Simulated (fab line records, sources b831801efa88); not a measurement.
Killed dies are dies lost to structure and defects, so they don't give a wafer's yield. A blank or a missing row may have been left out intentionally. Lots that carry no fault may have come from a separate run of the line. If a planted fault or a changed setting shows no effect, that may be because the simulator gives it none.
Which tool was responsible? | flow gf180mcu | Sampling: 7 lots, 21 wafers, 4 of 602 route steps

== WHAT EACH GAUGE READ, for each wafer ==
GF_V4_THK_MEAS_01.
lot  | measured     | on            | V4_CVD_00_THK (nm)
L990 | day 23 16:34 | film metro-01 | 593 595 598
L992 | day 24 12:09 | film metro-01 | 590 599 588
L994 | day 25 04:25 | film metro-04 | 592 596 592
L996 | day 25 22:37 | film metro-04 | 602 596 608
L103 | day 27 22:01 | film metro-04 | 604 595 590
L106 | day 29 03:08 | film metro-04 | 611 603 604
L110 | day 30 04:24 | film metro-04 | 594 606 599

== WHAT TOOL EACH LOT RAN ON (gives the tool, then ch and the chambers of the sampled wafers, and finally the start) ==
lot  | GF_STI_CMP_25                | GF_V3_ETCH_16                      | GF_M4_SPUTTER_04
L990 | cmp-01 ch 1,2, day 2 09:41   | rie diel-03 ch 0,2, day 22 15:17   | pvd sputter-01, day 22 16:49
L992 | cmp-01 ch 0,2, day 2 19:07   | rie diel-03 ch 0,2, day 23 11:38   | pvd sputter-04, day 23 13:11
L994 | cmp-02 ch 0,1,3, day 3 05:52 | rie diel-03 ch 0,3, day 24 04:50   | pvd sputter-04, day 24 06:28
L996 | cmp-02 ch 1,2,3, day 3 14:56 | rie diel-04 ch 0,1, day 24 23:37   | pvd sputter-02, day 25 01:09
L103 | cmp-01 ch 1,2,3, day 5 02:01 | rie diel-03 ch 0,1,3, day 26 23:41 | pvd sputter-01, day 27 01:17
L106 | cmp-02 ch 1,2,3, day 5 18:21 | rie diel-01 ch 0,1,3, day 28 05:05 | pvd sputter-02, day 28 06:44
L110 | cmp-02 ch 0,1, day 6 15:07   | rie diel-04 ch 0,2,3, day 29 07:46 | pvd sputter-04, day 29 09:25
- GF_STI_CMP_25: polishes, stops on Si3N4, t overpolish 33 s, target thk 524.6 nm.
- GF_V3_ETCH_16: etches BARC in N2/H2.
- GF_M4_SPUTTER_04: material TiN, target thk 50 nm, time 41.7 s.

== THE ANSWER, worked out from the rows above alone ==
Rule: what is usual is taken from the lots themselves. The widest of any qualifying gaps counts: lots, ordered by their means at a reading, are off when they make up no more than a third of the lots, leave a main group of 4 or more, and stand apart from it by 3 or more times the standard deviation of that group's means. A main group is skipped when, at the precision printed for the reading in the tables above, its means are all equal. A lot without any number at a reading at which 4 lots or more have one is off too. All remaining lots with rows at the step are treated as sound.
No lot is off on any of the readings shown, so nothing can be concluded from this.

== WHAT HAD BEEN PUT IN BY THE SIMULATOR ==
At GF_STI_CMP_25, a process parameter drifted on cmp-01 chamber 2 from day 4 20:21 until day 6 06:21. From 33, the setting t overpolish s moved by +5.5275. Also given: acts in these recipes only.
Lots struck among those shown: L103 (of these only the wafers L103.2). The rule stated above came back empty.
